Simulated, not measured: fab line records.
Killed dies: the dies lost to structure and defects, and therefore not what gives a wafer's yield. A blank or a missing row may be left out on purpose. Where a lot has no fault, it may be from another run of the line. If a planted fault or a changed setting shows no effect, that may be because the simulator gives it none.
fab line records | flow sky130
record lots=13 wafers=37 last-day=50
route steps=708 shown FIELD_ISO@11 NWELL@67 PAD_OPEN@708
lots untouched by any fault: they come from a run of this same line in which no faults occurred
start-h: start of the lot's first displayed wafer, in hours after the record's first day | wait-h: hours elapsed since this lot's preceding step | " same as the row above | L1.1+2: several wafers, shown together as one row | - value missing, or start not given | * or withheld: withheld | < > ~ a bound
route shown NAME@n: names a module that has steps shown in the file, with the first one's number in the route | usual: mean and standard deviation over wafers with no fault | same: alike in all rows | chamber/n: place in a boat | sites: the reading at each site | _std_site: how widely they spread, as a standard deviation | _edge_site: the outer-site mean with the inner-site mean subtracted | radius-mm: for every site, how far away it sits from the centre of the wafer | mask NAME#n: copy n | behind: the most recent tool/chamber to have shaped the wafer | hold: the reason the lot was held/the length of the hold in hours/how it ended | device: names the non-switching transistor (n, p or np) | end of line: at the end of the route, the tests of the same wafers | where a step has no rows: the recipe by itself | killed: at the first sort, the dies lost to defects and structure; wafer yield is something else | map: a wafer's dies, x killed, . not, _ none there
set.NAME: the setting the step ran with; set.NAME@STEP: the setting that earlier step ran with | model.NAME: the simulator's own value behind a step, which no gauge read
route steps across a sampled set of lots; one table per step, one row per wafer
services: the hour from which a tool's chamber was out of use, counted from the record's first day as start-h (under 0 if before that day), plus the number of hours and why
## steps
# step SKY_FIELD_ISO_EXPOSE_10
# recipe mask-id=FOM na=0.68 source-shape=annular sigma-inner=0.4 sigma-outer=0.8 target-cd-nm=150 dose-mj=28
# usual reticle-temp-C=22.99/0.085 stage-vel-mm-s=500.05/0.26
# columns lot.wafer tool chamber start-h wait-h mask reticle-temp-C stage-vel-mm-s
L704.2 krf-scanner-02 0 21.51 - FOM#0 23.08 500.07
L704.4 " 0 " " FOM#0 23.02 499.45
L704.6 " 0 " " FOM#0 23.15 500.10
L705.1 krf-scanner-02 0 30.60 - FOM#0 23.13 500.07
L705.3 " 0 " " FOM#0 23.04 500.00
L705.5 " 0 " " FOM#0 23.19 499.82
L708.2 krf-scanner-02 0 43.67 - FOM#0 23.06 499.83
L708.3 " 0 " " FOM#0 22.91 499.60
L708.5 " 0 " " FOM#0 23.05 500.04
L709.3 krf-scanner-02 0 48.30 - FOM#0 23.09 499.84
L709.4 " 0 " " FOM#0 22.85 500.05
L709.5 " 0 " " FOM#0 23.04 500.35
L712.3 krf-scanner-02 0 65.76 - FOM#0 22.99 500.11
L712.5 " 0 " " FOM#0 23.08 500.20
L712.6 " 0 " " FOM#0 23.07 500.02
L713.1 krf-scanner-02 0 67.86 - FOM#0 22.99 499.57
L713.5 " 0 " " FOM#0 23.02 499.33
L713.6 " 0 " " FOM#0 22.84 499.41
L714.1 krf-scanner-01 0 74.27 - FOM#0 22.97 499.60
L714.3 " 0 " " FOM#0 23.01 499.98
L714.4 " 0 " " FOM#0 22.97 499.92
L715.1 krf-scanner-02 0 81.87 - FOM#0 23.08 499.95
L715.3 " 0 " " FOM#0 22.98 499.98
L715.5 " 0 " " FOM#0 23.14 500.25
L716.3 krf-scanner-01 0 84.76 - FOM#0 22.94 499.92
L716.5 " 0 " " FOM#0 22.93 499.85
L716.6 " 0 " " FOM#0 23.02 499.90
L718.3 krf-scanner-02 0 92.45 - FOM#0 23.09 499.78
L718.4 " 0 " " FOM#0 23.05 500.24
L718.6 " 0 " " FOM#0 23.01 500.17
L719.1 krf-scanner-01 0 98.32 - FOM#0 22.92 499.93
L719.3 " 0 " " FOM#0 22.98 499.81
L719.5 " 0 " " FOM#0 22.92 499.87
L725.2 krf-scanner-02 0 128.54 - FOM#0 22.99 499.92
L725.5 " 0 " " FOM#0 22.91 500.40
L726.2 krf-scanner-02 0 135.26 - FOM#0 23.01 500.25
L726.3 " 0 " " FOM#0 23.06 499.75
# step SKY_FIELD_ISO_CD_MEAS_13
# recipe target-cd-nm=150
# usual cd-nm=149.6/1.4
# columns lot.wafer tool chamber start-h wait-h cd-nm
L704.2 cd-sem-01 - 28.78 - 152.7
L704.4 " - " " 150.0
L704.6 " - " " 151.3
L705.1 cd-sem-02 - 37.86 - 148.7
L705.3 " - " " 149.3
L705.5 " - " " 148.4
L708.2 cd-sem-02 - 50.97 - 150.4
L708.3 " - " " 150.6
L708.5 " - " " 151.1
L709.3 cd-sem-02 - 56.18 - 149.0
L709.4 " - " " 147.7
L709.5 " - " " 148.9
L712.3 cd-sem-02 - 73.73 - 149.0
L712.5 " - " " 149.6
L712.6 " - " " 150.1
L713.1 cd-sem-01 - 76.65 - 149.8
L713.5 " - " " 149.7
L713.6 " - " " 149.0
L714.1 cd-sem-01 - 82.31 - 149.5
L714.3 " - " " 147.4
L714.4 " - " " 149.7
L715.1 cd-sem-01 - 90.46 - 151.0
L715.3 " - " " 151.1
L715.5 " - " " 151.5
L716.3 cd-sem-02 - 94.14 - 151.0
L716.5 " - " " 153.0
L716.6 " - " " 152.6
L718.3 cd-sem-02 - 101.05 - 150.1
L718.4 " - " " 148.1
L718.6 " - " " 149.2
L719.1 cd-sem-02 - 106.41 - 149.5
L719.3 " - " " 150.5
L719.5 " - " " 150.3
L725.2 cd-sem-01 - 138.06 - 150.4
L725.5 " - " " 101.6
L726.2 cd-sem-01 - 144.57 - 147.2
L726.3 " - " " 101.0
# step SKY_NWELL_STRIP_14
# recipe chemistry=O2/N2 power-w=1400 pressure-mtorr=1500 platen-temp-c=withheld o2-flow-sccm=3000 n2-flow-sccm=300 overash-fraction=0.5
# usual drypump-motor-current-A=5.8/0.45 oes-product-au=0.723/0.0047 strip-time-to-endpoint-s=36.97/0.093
# columns lot.wafer tool chamber start-h wait-h drypump-motor-current-A oes-product-au rf-hours-counter-h strip-time-to-endpoint-s
L704.2 plasma-asher-03 0 86.84 0.1 5.3 0.726 37 36.93
L704.4 " 0 " " 5.3 0.718 - 36.95
L704.6 " 1 " " 5.7 0.724 - 36.98
L705.1 plasma-asher-03 0 95.33 0.1 5.3 0.710 38 37.02
L705.3 " 0 " " 5.3 0.725 - 37.19
L705.5 " 0 " " 5.3 0.718 - 36.93
L708.2 plasma-asher-02 0 112.93 0.1 6.3 0.725 42 37.18
L708.3 " 1 " " 6.5 0.726 - 37.12
L708.5 " 1 " " 6.5 0.723 - 37.07
L709.3 plasma-asher-03 1 119.68 0.1 5.7 0.718 - 36.96
L709.4 " 0 " " 5.3 0.717 - 37.03
L709.5 " 0 " " 5.3 0.722 - 36.97
L712.3 plasma-asher-02 0 134.93 0.1 6.3 0.731 - 37.03
L712.5 " 1 " " 6.5 0.715 - 37.04
L712.6 " 0 " " 6.2 0.728 - 37.04
L713.1 plasma-asher-02 1 140.83 0.1 6.5 0.725 45 37.12
L713.5 " 0 " " 6.3 0.717 - 37.15
L713.6 " 1 " " 6.5 0.723 - 37.17
L714.1 plasma-asher-03 0 148.08 0.1 5.3 0.719 44 36.98
L714.3 " 1 " " 5.7 0.728 - 36.99
L714.4 " 0 " " 5.3 0.726 - 37.00
L715.1 plasma-asher-03 0 154.88 0.1 5.3 0.716 44 36.98
L715.3 " 1 " " 5.7 0.725 - 36.98
L715.5 " 1 " " 5.7 0.722 - 37.07
L716.3 plasma-asher-03 0 160.16 0.1 5.3 0.727 - 36.88
L716.5 " 0 " " 5.3 0.722 - 36.89
L716.6 " 1 " " 5.7 0.723 - 36.89
L718.3 plasma-asher-03 1 168.36 0.1 5.7 0.722 - 37.06
L718.4 " 0 " " 5.3 0.713 - 36.90
L718.6 " 0 " " 5.3 0.724 - 36.99
L719.1 plasma-asher-03 1 173.74 0.1 5.7 0.721 47 37.08
L719.3 " 1 " " 5.7 0.715 - 37.01
L719.5 " 0 " " 5.3 0.723 - 36.99
L725.2 plasma-asher-02 1 211.14 0.1 6.5 0.720 52 36.94
L726.2 plasma-asher-02 1 215.33 0.1 6.5 0.722 53 36.90
# step SKY_NWELL_TW_MEAS_15
# usual NWELL_TW=1829/13
# columns lot.wafer tool chamber start-h wait-h NWELL_TW
L704.2 film-metro-03 - 86.95 0.1 1814
L704.4 " - " " 1797
L704.6 " - " " 1802
L705.1 film-metro-01 - 95.43 0.1 1843
L705.3 " - " " 1839
L705.5 " - " " 1839
L708.2 film-metro-01 - 113.04 0.1 1845
L708.3 " - " " 1857
L708.5 " - " " 1844
L709.3 film-metro-03 - 119.76 0.1 1804
L709.4 " - " " 1811
L709.5 " - " " 1818
L712.3 film-metro-03 - 135.01 0.1 1812
L712.5 " - " " 1811
L712.6 " - " " 1813
L713.1 film-metro-04 - 140.93 0.1 1835
L713.5 " - " " 1821
L713.6 " - " " 1824
L714.1 film-metro-04 - 148.18 0.1 1810
L714.3 " - " " 1822
L714.4 " - " " 1821
L715.1 film-metro-04 - 154.98 0.1 1824
L715.3 " - " " 1831
L715.5 " - " " 1818
L716.3 film-metro-01 - 160.25 0.1 1830
L716.5 " - " " 1841
L716.6 " - " " 1829
L718.3 film-metro-03 - 168.45 0.1 1834
L718.4 " - " " 1824
L718.6 " - " " 1827
L719.1 film-metro-04 - 173.84 0.1 1823
L719.3 " - " " 1827
L719.5 " - " " 1818
L725.2 film-metro-01 - 211.25 0.1 1815
L726.2 film-metro-04 - 215.44 0.1 1835
# step SKY_PAD_OPEN_PROBE_99
# usual killed_at_M0_to_M3=45/6.9 killed_at_M4_up=3.1/1.7 killed-at-contacts=24/5.7 killed-at-front-end=15/4.6 killed-at-other=0.3/0.57 killed-dies=87/10 killed-on-rim=17/3.9 killed-open=48/7.4 killed-short=39/6.7
# same gross-dies=492 killed-at-back-side=0
# columns lot.wafer tool chamber start-h wait-h killed_at_M0_to_M3 killed_at_M4_up killed-at-contacts killed-at-front-end killed-at-other killed-dies killed-on-rim killed-open killed-short
L712.3 prober-01 - 1134.17 0.2 41 4 37 15 0 97 17 52 45
L712.5 prober-01 - 1134.27 0.2 33 6 18 18 1 76 16 33 43
L712.6 prober-01 - 1134.32 0.2 35 3 26 14 1 79 13 39 40
L713.1 prober-02 - 1139.85 0.1 41 4 25 8 0 78 14 46 32
L714.1 prober-01 - 1144.92 0.1 48 7 21 6 2 84 20 45 39
L714.4 prober-01 - 1145.07 0.2 33 0 25 13 0 71 12 43 28
L715.5 prober-02 - 1153.36 0.2 33 4 21 15 0 73 14 37 36
L716.3 prober-02 - 1156.07 0.2 33 3 16 11 2 65 12 32 33
L716.5 prober-02 - 1156.17 0.2 51 4 19 17 0 91 21 39 52
L716.6 prober-02 - 1156.22 0.2 42 4 14 15 1 76 16 38 37
L725.2 prober-02 - 1196.07 0.1 45 5 27 18 2 97 18 54 43
L725.5 prober-02 - 1196.22 0.2 38 1 17 436 0 492 96 39 35
L726.2 prober-01 - 1197.62 0.1 35 6 28 16 0 85 20 53 32
L726.3 prober-01 - 1197.67 0.2 53 1 23 415 0 492 96 51 53
# killed by level:class
L712.3 CONTACT:geometric-particle:open=15 METAL2:geometric-particle:short=9 LI_CONTACT:geometric-particle:open=8 CONTACT:geometric-particle:short=6 VIA2:geometric-particle:open=6 FIELD_ISO:geometric-particle:open=5 METAL1:geometric-particle:short=5 VIA1:geometric-particle:open=5
L712.5 CONTACT:geometric-particle:open=7 METAL1:geometric-particle:short=7 VIA1:geometric-particle:open=5 METAL4:geometric-particle:short=5 FIELD_ISO:geometric-particle:short=4 FIELD_ISO:geometric-particle:open=4 VIA2:geometric-particle:open=4 METAL2:geometric-particle:short=4
L712.6 LI_CONTACT:geometric-particle:open=9 METAL1:geometric-particle:short=7 CONTACT:geometric-particle:open=6 VIA1:geometric-particle:open=6 FIELD_ISO:geometric-particle:open=5 LI_CONTACT:geometric-particle:short=4 CONTACT:geometric-particle:short=4 METAL3:geometric-particle:short=4
L713.1 VIA1:geometric-particle:open=13 CONTACT:geometric-particle:open=8 CONTACT:geometric-particle:short=6 VIA1:geometric-particle:short=6 METAL2:geometric-particle:short=6 VIA2:geometric-particle:open=6 LI_CONTACT:geometric-particle:open=5 LOCAL_INTERCONNECT:geometric-particle:short=5
L714.1 METAL2:geometric-particle:short=10 VIA1:geometric-particle:open=7 VIA3:geometric-particle:open=7 LI_CONTACT:geometric-particle:open=6 CONTACT:geometric-particle:open=6 METAL4:geometric-particle:short=6 METAL3:geometric-particle:short=5 POLY_GATE:geometric-particle:open=4
L714.4 CONTACT:geometric-particle:open=12 LI_CONTACT:geometric-particle:open=6 METAL1:geometric-particle:short=6 VIA1:geometric-particle:open=6 LI_CONTACT:geometric-particle:short=4 VIA2:geometric-particle:short=4 VIA3:geometric-particle:open=4 POLY_GATE:geometric-particle:short=3
L715.5 CONTACT:geometric-particle:open=9 VIA2:geometric-particle:open=8 LI_CONTACT:geometric-particle:open=6 VIA1:geometric-particle:short=5 VIA1:geometric-particle:open=5 FIELD_ISO:geometric-particle:short=4 LOCAL_INTERCONNECT:geometric-particle:short=4 METAL4:geometric-particle:short=4
L716.3 VIA1:geometric-particle:short=7 VIA3:geometric-particle:open=6 LI_CONTACT:geometric-particle:open=5 VIA1:geometric-particle:open=5 METAL2:geometric-particle:short=5 CONTACT:geometric-particle:open=4 LOCAL_INTERCONNECT:geometric-particle:short=4 FIELD_ISO:geometric-particle:open=3
L716.5 METAL2:geometric-particle:short=12 VIA1:geometric-particle:open=9 POLY_GATE:geometric-particle:short=6 LI_CONTACT:geometric-particle:open=6 METAL1:geometric-particle:short=6 VIA1:geometric-particle:short=6 VIA2:geometric-particle:open=6 CONTACT:geometric-particle:open=5
L716.6 VIA1:geometric-particle:open=13 CONTACT:geometric-particle:open=6 POLY_GATE:geometric-particle:short=5 VIA2:geometric-particle:open=5 LOCAL_INTERCONNECT:geometric-particle:short=4 METAL2:geometric-particle:short=4 METAL4:geometric-particle:short=4 METAL3:geometric-particle:short=4
L725.2 CONTACT:geometric-particle:open=9 VIA1:geometric-particle:open=9 METAL1:geometric-particle:short=9 VIA3:geometric-particle:open=9 LI_CONTACT:geometric-particle:open=7 VIA2:geometric-particle:open=6 POLY_GATE:geometric-particle:open=5 FIELD_ISO:geometric-particle:short=5
L725.5 FIELD_ISO:area-expose=418 FIELD_ISO:geometric-particle:short=9 METAL2:geometric-particle:short=8 VIA3:geometric-particle:open=8 CONTACT:geometric-particle:open=7 METAL1:geometric-particle:short=6 VIA1:geometric-particle:open=6 FIELD_ISO:geometric-particle:open=5
L726.2 VIA1:geometric-particle:open=13 LI_CONTACT:geometric-particle:open=10 CONTACT:geometric-particle:open=7 VIA3:geometric-particle:open=7 FIELD_ISO:geometric-particle:short=5 LOCAL_INTERCONNECT:geometric-particle:short=4 CONTACT:geometric-particle:short=4 METAL2:geometric-particle:open=4
L726.3 FIELD_ISO:area-expose=388 METAL2:geometric-particle:short=10 FIELD_ISO:geometric-particle:open=9 CONTACT:geometric-particle:short=9 VIA1:geometric-particle:open=8 VIA2:geometric-particle:open=8 CONTACT:geometric-particle:open=7 POLY_GATE:geometric-particle:short=6
## services
# columns tool chamber start-h hours kind
plasma-asher-03 - -2.27 4.2 repair
krf-scanner-02 - 3.22 1.0 pm
krf-scanner-02 - 4.95 0.8 pm
krf-scanner-02 - 12.80 4.0 pm
krf-scanner-01 - 16.84 1.3 pm
krf-scanner-01 - 18.14 36.0 pm
plasma-asher-03 - 31.66 14.6 pm
krf-scanner-02 - 54.14 1.3 pm
krf-scanner-01 - 72.68 0.2 repair
krf-scanner-01 - 80.59 3.4 repair
plasma-asher-02 - 81.40 15.6 pm
krf-scanner-01 - 135.56 0.8 pm
krf-scanner-01 - 136.31 1.0 pm
krf-scanner-02 - 159.18 1.0 pm
krf-scanner-02 - 169.44 0.3 repair
krf-scanner-01 - 171.81 1.0 repair
krf-scanner-02 - 173.86 0.8 pm
plasma-asher-02 - 176.10 2.6 repair
plasma-asher-03 - 183.84 3.5 repair
plasma-asher-03 - 187.78 1.6 repair
krf-scanner-01 - 189.98 1.3 pm
krf-scanner-02 - 195.90 1.3 pm
krf-scanner-02 - 197.64 0.8 repair
krf-scanner-02 - 213.27 0.2 repair
## key
first-sign step=SKY_FIELD_ISO_CD_MEAS_13 reading=cd-nm direction=down sigmas=34 usual=149.6 struck=101.3
effect step=SKY_PAD_OPEN_PROBE_99 reading=killed-at-front-end direction=up sigmas=89 usual=15 struck=426
more-kills-born-at SKY_FIELD_ISO_EXPOSE_10@krf-scanner-02=806
met-at SKY_FIELD_ISO_EXPOSE_10
struck-lots L725,L726
struck-wafers L725.5,L726.3
later-rows-left-out L725.5,L726.3
tester-left-out L725,L726
not-acting-at SKY_NWELL_STRIP_14,SKY_NWELL_TW_MEAS_15
onset-between 92.45 128.54
fault kind=process-parameter-drift tool=krf-scanner-02 chamber=- onset-h=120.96 steps=SKY_FIELD_ISO_EXPOSE_10 channel=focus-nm offset=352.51 shape=step end-h=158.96 scope=struck-wafers-only
# tester-left-out: of these lots the tester's yield and bins aren't shown, on N5 and GAA mostly nor the transistor test; their killed dies are dies lost to structure and defects alone, not to doping, threshold or leakage, so they don't give the yield
# later-rows-left-out: the simulator's readings of these wafers behind a module that went badly wrong aren't trusted and aren't shown, but for the sort
